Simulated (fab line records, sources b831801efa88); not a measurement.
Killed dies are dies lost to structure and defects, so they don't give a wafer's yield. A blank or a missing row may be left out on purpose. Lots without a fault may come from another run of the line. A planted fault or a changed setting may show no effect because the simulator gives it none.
Which tool did it? | flow gf180mcu | 13 lots, 39 wafers sampled, at 5 steps of a route of 602

WHAT THE GAUGES READ, wafer by wafer
GF_DNWELL_TW_MEAS_09.
lot  | measured    | on            | DNWELL_TW
L497 | day 2 18:46 | film_metro-03 | 1322 1328 1334
L498 | day 2 23:21 | film_metro-04 | 1357 1357 1357
L499 | day 3 07:52 | film_metro-04 | 1362 1366 1361
L500 | day 3 12:35 | film_metro-03 | 1329 1329 1329
L502 | day 3 21:12 | film_metro-02 | 1582 1576 1574
L503 | day 4 02:23 | film_metro-03 | 1572 1566 1563
L509 | day 5 11:44 | film_metro-03 | 1331 1326 1333
L510 | day 5 17:21 | film_metro-03 | 1323 1327 1328
L511 | day 5 22:41 | film_metro-04 | 1353 1354 1351
L514 | day 6 13:35 | film_metro-04 | 1366 1371 1365
L515 | day 6 19:11 | film_metro-03 | 1348 1349 1350
L516 | day 6 23:41 | film_metro-04 | 1357 1351 1370
L520 | day 7 20:26 | film_metro-03 | 1321 1322 1320

GF_SAB_OVL_MEAS_10.
lot  | measured     | on         | SAB_OVL (nm)
L497 | day 15 10:14 | overlay-01 | 0.6 0.4 -0.7
L498 | day 15 12:11 | overlay-01 | 2.8 2.5 0.9
L499 | day 16 11:29 | overlay-01 | -1.5 -1.8 -0.9
L500 | day 16 11:11 | overlay-02 | -0.3 -1.3 0.5
L502 | day 17 07:20 | overlay-01 | 2.1 2.0 1.7
L503 | day 17 07:59 | overlay-01 | 1.4 0.1 -0.7
L509 | day 19 08:07 | overlay-01 | 0.3 1.8 1.7
L510 | day 19 20:53 | overlay-02 | -0.5 -1.4 0.3
L511 | day 20 06:38 | overlay-02 | -0.3 1.8 0.3
L514 | day 21 04:52 | overlay-02 | -0.2 1.1 0.0
L515 | day 21 16:26 | overlay-02 | 0.0 -0.5 0.5
L516 | day 21 21:25 | overlay-02 | -0.1 1.0 0.9
L520 | day 23 07:40 | overlay-01 | 1.0 2.1 2.9

WHICH TOOL RAN EACH LOT (tool, then ch and the chambers of the sampled wafers, then the start)
lot  | GF_DNWELL_IMPLANT_07           | GF_PSD_STRIP_10                      | GF_PSD_RTA_13
L497 | implanter-03 ch 0, day 2 18:34 | plasma_asher-04 ch 0,1, day 14 13:01 | rtp_anneal-02 ch 0, day 14 13:16
L498 | implanter-02 ch 0, day 2 23:08 | plasma_asher-01 ch 0,1, day 14 14:34 | rtp_anneal-01 ch 0, day 14 14:49
L499 | implanter-01 ch 0, day 3 07:38 | plasma_asher-01 ch 0,1, day 15 13:20 | rtp_anneal-01 ch 0, day 15 13:34
L500 | implanter-01 ch 0, day 3 12:22 | plasma_asher-01 ch 0,1, day 15 12:46 | rtp_anneal-01 ch 0, day 15 12:58
L502 | implanter-02 ch 0, day 3 20:59 | plasma_asher-04 ch 0,1, day 16 08:35 | rtp_anneal-02 ch 0, day 16 08:48
L503 | implanter-02 ch 0, day 4 02:08 | plasma_asher-02 ch 0,1, day 16 09:02 | rtp_anneal-01 ch 0, day 16 09:14
L509 | implanter-03 ch 0, day 5 11:29 | plasma_asher-01 ch 0,1, day 18 07:53 | rtp_anneal-01 ch 0, day 18 08:05
L510 | implanter-03 ch 0, day 5 17:06 | plasma_asher-04 ch 0,1, day 18 20:01 | rtp_anneal-02 ch 0, day 18 20:14
L511 | implanter-01 ch 0, day 5 22:26 | plasma_asher-01 ch 0,1, day 19 06:19 | rtp_anneal-01 ch 0, day 19 06:31
L514 | implanter-03 ch 0, day 6 13:20 | plasma_asher-02 ch 0,1, day 20 04:53 | rtp_anneal-01 ch 0, day 20 05:05
L515 | implanter-02 ch 0, day 6 18:57 | plasma_asher-04 ch 0, day 20 15:40   | rtp_anneal-02 ch 0, day 20 15:53
L516 | implanter-02 ch 0, day 6 23:20 | plasma_asher-01 ch 0,1, day 20 21:11 | rtp_anneal-01 ch 0, day 20 21:23
L520 | implanter-01 ch 0, day 7 20:11 | plasma_asher-01 ch 0,1, day 22 07:53 | rtp_anneal-01 ch 0, day 22 08:05
- GF_DNWELL_IMPLANT_07
- GF_PSD_STRIP_10: strips in O2/N2.
- GF_PSD_RTA_13: time 20 s.

WHAT THE TOOLS THEMSELVES READ (means of the sampled wafers that have a number; where no wafer has one, the mark that the record gives instead)
GF_DNWELL_IMPLANT_07.
lot  | tool         | dose_ions_cm2 | faraday_current_uA | tilt_deg (degrees)
L497 | implanter-03 | 1.000e+13     | 55.8               | -0.006
L498 | implanter-02 | 9.991e+12     | 56.5               | -0.031
L499 | implanter-01 | 9.985e+12     | 56.1               | 0.005
L500 | implanter-01 | 1.000e+13     | 57.3               | -0.023
L502 | implanter-02 | 1.640e+13     | 93.1               | -0.019
L503 | implanter-02 | 1.641e+13     | 92.6               | -0.005
L509 | implanter-03 | 9.995e+12     | 56.1               | 0.012
L510 | implanter-03 | 9.999e+12     | 55.7               | -0.009
L511 | implanter-01 | 9.994e+12     | 56.1               | -0.005
L514 | implanter-03 | 1.001e+13     | 56.4               | -0.020
L515 | implanter-02 | 9.984e+12     | 55.7               | -0.003
L516 | implanter-02 | 9.992e+12     | 56.2               | -0.021
L520 | implanter-01 | 9.988e+12     | 56.5               | 0.031

GF_PSD_STRIP_10.
lot  | tool            | drypump_motor_current_A (A) | heater_power_w (W) | oes_product_au (a.u.) | strip_time_to_endpoint_s (s)
L497 | plasma_asher-04 | 5.1                         | 354                | 0.590                 | 16.54
L498 | plasma_asher-01 | 5.8                         | 323                | 0.587                 | 16.51
L499 | plasma_asher-01 | 5.8                         | 335                | 0.592                 | 16.47
L500 | plasma_asher-01 | 5.6                         | 323                | 0.596                 | 16.56
L502 | plasma_asher-04 | 5.1                         | 357                | 0.590                 | 16.50
L503 | plasma_asher-02 | 5.8                         | 352                | 0.593                 | 16.51
L509 | plasma_asher-01 | 5.8                         | 331                | 0.591                 | 16.52
L510 | plasma_asher-04 | 5.4                         | 372                | 0.594                 | 16.52
L511 | plasma_asher-01 | 5.6                         | 324                | 0.593                 | 16.54
L514 | plasma_asher-02 | 6.0                         | 358                | 0.590                 | 16.52
L515 | plasma_asher-04 | 4.8                         | 338                | 0.590                 | 16.49
L516 | plasma_asher-01 | 5.6                         | 325                | 0.592                 | 16.50
L520 | plasma_asher-01 | 5.6                         | 322                | 0.589                 | 16.49

GF_PSD_RTA_13.
lot  | tool          | lamp_power_pct (%) | wafer_temp_C_max
L497 | rtp_anneal-02 | 28.7               | 1027.5
L498 | rtp_anneal-01 | 32.2               | 1030.1
L499 | rtp_anneal-01 | 32.2               | 1030.0
L500 | rtp_anneal-01 | 32.1               | 1029.1
L502 | rtp_anneal-02 | 28.7               | 1027.7
L503 | rtp_anneal-01 | 32.1               | 1029.7
L509 | rtp_anneal-01 | 32.2               | 1030.9
L510 | rtp_anneal-02 | 28.7               | 1026.8
L511 | rtp_anneal-01 | 32.1               | 1029.0
L514 | rtp_anneal-01 | 32.1               | 1030.4
L515 | rtp_anneal-02 | 28.8               | 1027.9
L516 | rtp_anneal-01 | 32.1               | 1028.8
L520 | rtp_anneal-01 | 32.1               | 1029.0

THE ANSWER, worked out from the rows above alone
Rule: what is usual is taken from the lots themselves. Put in order of their means at a reading, lots are off if they are a third of the lots or fewer, leave a main group of 4 or more, and stand apart from it by a gap of 3 or more times the standard deviation of the main group's means; of several such gaps the widest counts. A main group whose means are all the same, to the digits that the tables above print for the reading, isn't used. A lot without any number at a reading at which 4 lots or more have one is off too. The other lots that the step has rows for count as sound. The gauges are gone through in route order, then the tools' own readings, and for those a lot's mean is taken as printed above. The first step at which some lot is off is used, and at that step the reading that is off furthest; a lot without a number counts as furthest.
Off: L502, L503, at GF_DNWELL_TW_MEAS_09 (DNWELL_TW). The main group: mean 1344, standard deviation 16.
A tool fits if, at a process step before that reading, it ran every lot that is off, and no sound lot after the first of them. The gauges at GF_DNWELL_TW_MEAS_09 aren't tried: what is off there is off at GF_DNWELL_IMPLANT_07 too, on other tools, and a gauge's error can't cause that. None of those tried fits.

WHAT THE SIMULATOR HAD PUT IN
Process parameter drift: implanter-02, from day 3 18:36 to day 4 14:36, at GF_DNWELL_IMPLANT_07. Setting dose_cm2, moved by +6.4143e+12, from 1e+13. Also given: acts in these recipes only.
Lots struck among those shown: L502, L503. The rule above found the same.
